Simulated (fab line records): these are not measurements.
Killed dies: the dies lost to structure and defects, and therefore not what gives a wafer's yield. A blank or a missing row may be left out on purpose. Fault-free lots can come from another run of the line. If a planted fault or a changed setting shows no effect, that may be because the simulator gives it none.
8D (eight disciplines) problem report, filled in by code | flow gf180mcu | the parts of the form that need people (team, actions taken, sign-off) are left out

## 1. THE ISSUE
V3_W_RS at GF_V3_RS_MEAS_24 reads a mean of 0.173 ohm/sq on 3 wafers of 2 lots; wafers without a fault read 0.330 ohm/sq with a standard deviation of 0.0031. Measured from the usual mean, that is -51 standard deviations.
The step: measures by four-point-probe.
First observed at day 25 10:17: wafer L311.6, on filmMetro-03. The record holds 31 wafers of 11 lots with a number at this step. Rule for "out" (also "out of limits"): further than 4 standard deviations from the usual mean. All remaining wafers that have a number are taken as sound.

## 2. WHAT IT IS; WHAT IT IS NOT
question                    | is                     | is not
which readings at this step | V3_W_RS                | -
which lots                  | L311, L313             | L302, L304, L305, L306, L309, L320, L323, L324, L325
which wafers of those lots  | L311.6, L313.1, L313.6 | L311.2
read on which gauges        | filmMetro-03           | filmMetro-01, filmMetro-04
when                        | from day 25 10:17      | up to then (16 sound wafers); but 12 sound wafers of L320, L323, L324, L325 came after

## 3. SUSPECTS, AND WHAT RULES EACH OUT
Counting: a tool at a process step up to the reading stays a suspect if it ran every lot that is out. Sound lots after the first of them don't rule it out here, since some wafers of a struck lot are sound.
- the gauge at GF_V3_RS_MEAS_24 is ruled out. All the wafers that are out were read on filmMetro-03, but those of them that GF_V3_CMP_26 has rows for are out there too, on other tools.
- plasmaAsher-04 at GF_V3_STRIP_18 (strips in O2/N2): kept. Ran every lot that is out, first one L311 (day 25 09:32); last sound lot up to then L304 (day 23 15:46).
- cvdW-02 at GF_V3_CVD_23 (deposits W, target thk 350 nm, time 104.9 s): kept. Ran every lot that is out, first one L311 (day 25 10:10); last sound lot up to then L309 (day 25 01:33).
- At GF_V3_STRIP_18 on plasmaAsher-04, chamber 0 took the sound wafers of the same lots and chamber 1 took the wafers that are out.
What counting leaves: plasmaAsher-04 at GF_V3_STRIP_18 and cvdW-02 at GF_V3_CVD_23.

## 4. THE CAUSE (what the simulator had put in)
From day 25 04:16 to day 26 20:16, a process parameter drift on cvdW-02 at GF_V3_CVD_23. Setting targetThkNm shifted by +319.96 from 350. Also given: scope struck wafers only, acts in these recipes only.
2 suspects survive the count, and this tool is in that group.

## 5. THE CHAIN OF EFFECTS, in route order
Each row: a reading whose mean over the struck wafers that have a number lies more than 3 standard deviations from the usual. Scope: only readings with a usual standard deviation given in the record; hours: median across lots of the time from each lot's start at the first step in this table that gives one to its start at this step; sigmas: change in usual standard deviations.
hours | step             | reading         | usual        | on struck wafers | change | sigmas
0     | GF_V3_RS_MEAS_24 | V3_W_RS         | 0.330 ohm/sq | 0.173            | -0.157 | -51
7     | GF_V3_CMP_26     | timeToEndpointS | 84.2 s       | 160.6            | +76.4  | +31
The process steps in it:
- GF_V3_CMP_26: polishes, stops on SiO2, t overpolish 15 s, target thk 0 nm.
At these later measuring or inspecting steps, every struck wafer for which the step has a row has a number for every such reading, and none has moved that far: GF_M4_THK_MEAS_06.

## 6. WHAT WOULD HAVE CAUGHT IT SOONER
In this record the first reading out of limits at a measuring or inspecting step was taken at day 25 10:17, 6 hours after the fault began at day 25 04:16.
Of the tool readings at GF_V3_CVD_23 for which the record gives a usual standard deviation, none was out on any struck wafer, so an alarm limit of 4 standard deviations on them would not have fired.
Among the 2 lots that are out, L313 began GF_V3_CVD_23 on cvdW-02 after day 25 10:17. Holding the tool at that time would have saved it.
